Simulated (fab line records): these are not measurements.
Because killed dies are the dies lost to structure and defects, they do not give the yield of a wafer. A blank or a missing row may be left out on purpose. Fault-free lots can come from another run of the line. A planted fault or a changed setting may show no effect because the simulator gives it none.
Chamber matching | flow sky130 | 4 sister chambers for SKY_VIA3_ETCH_15 on rieDiel-04
The step etches SiO2 in C4F8/O2/Ar, stops on TiN, target depth 507 nm, time 78 s. 16 wafers are shown with their chamber, then 8 later ones without.

## WAFERS PAIRED WITH THEIR CHAMBERS
wafer  | chamber | rfFwdPowerW (W) | oesProductAu (a.u.)
L074.1 | 0       | 1482            | 0.947
L074.3 | 1       | 1479            | 0.946
L074.6 | 0       | 1487            | 0.943
L076.1 | 3       | 1496            | 0.948
L076.3 | 0       | 1497            | 0.958
L076.4 | 1       | 1488            | 0.951
L083.1 | 3       | 1488            | 0.945
L083.2 | 0       | 1498            | 0.943
L083.3 | 1       | 1493            | 0.943
L083.4 | 2       | 1485            | 0.945
L083.5 | 0       | 1491            | 0.946
L083.6 | 3       | 1489            | 0.956
L086.1 | 0       | 1497            | 0.950
L086.2 | 2       | 1487            | 0.947
L086.6 | 0       | 1499            | 0.944
L089.1 | 2       | 1484            | 0.950

SIGNATURES, as means of the wafers listed above
reading      | chamber 0 | chamber 1 | chamber 2 | chamber 3 | scatter within a chamber
rfFwdPowerW  | 1493.00   | 1486.67   | 1485.33   | 1491.00   | 5.75
oesProductAu | 0.94729   | 0.94667   | 0.94733   | 0.94967   | 0.00484
Rule: a wafer lies at a distance from a chamber equal to the root of the sum of squares, over the readings, of (its reading less the chamber's mean, divided by the reading's scatter). If the next closest chamber is less than 2 further off than the closest, the wafer can't be placed; otherwise it belongs to the closest. The scatter: take each reading less its chamber's mean, square it, sum over the shown wafers, divide by the number of wafers less the number of chambers, and take the root.

## WAFERS WITH NO CHAMBER GIVEN
wafer  | rfFwdPowerW (W) | oesProductAu (a.u.)
L089.4 | 1497            | 0.950
L089.5 | 1487            | 0.943
L091.1 | 1494            | 0.958
L091.2 | 1482            | 0.945
L091.4 | 1487            | 0.941
L097.1 | 1499            | 0.945
L097.3 | 1480            | 0.946
L097.5 | 1495            | 0.954

## WHICH CHAMBER EACH WENT THROUGH
wafer  | from the rows above               | in truth
L089.4 | can't be placed: 0 or 3 or 1 or 2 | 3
L089.5 | can't be placed: 1 or 2 or 0 or 3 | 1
L091.1 | can't be placed: 3 or 0 or 1 or 2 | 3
L091.2 | can't be placed: 2 or 1 or 3 or 0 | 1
L091.4 | can't be placed: 1 or 2 or 0 or 3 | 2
L097.1 | can't be placed: 0 or 3 or 1 or 2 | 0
L097.3 | can't be placed: 2 or 1 or 3 or 0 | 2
L097.5 | can't be placed: 3 or 0 or 1 or 2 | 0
0 of 8 placed correctly. Cannot be placed on the basis of these rows: 8; the candidates contain the true chamber in 8. 0 placed wrongly.
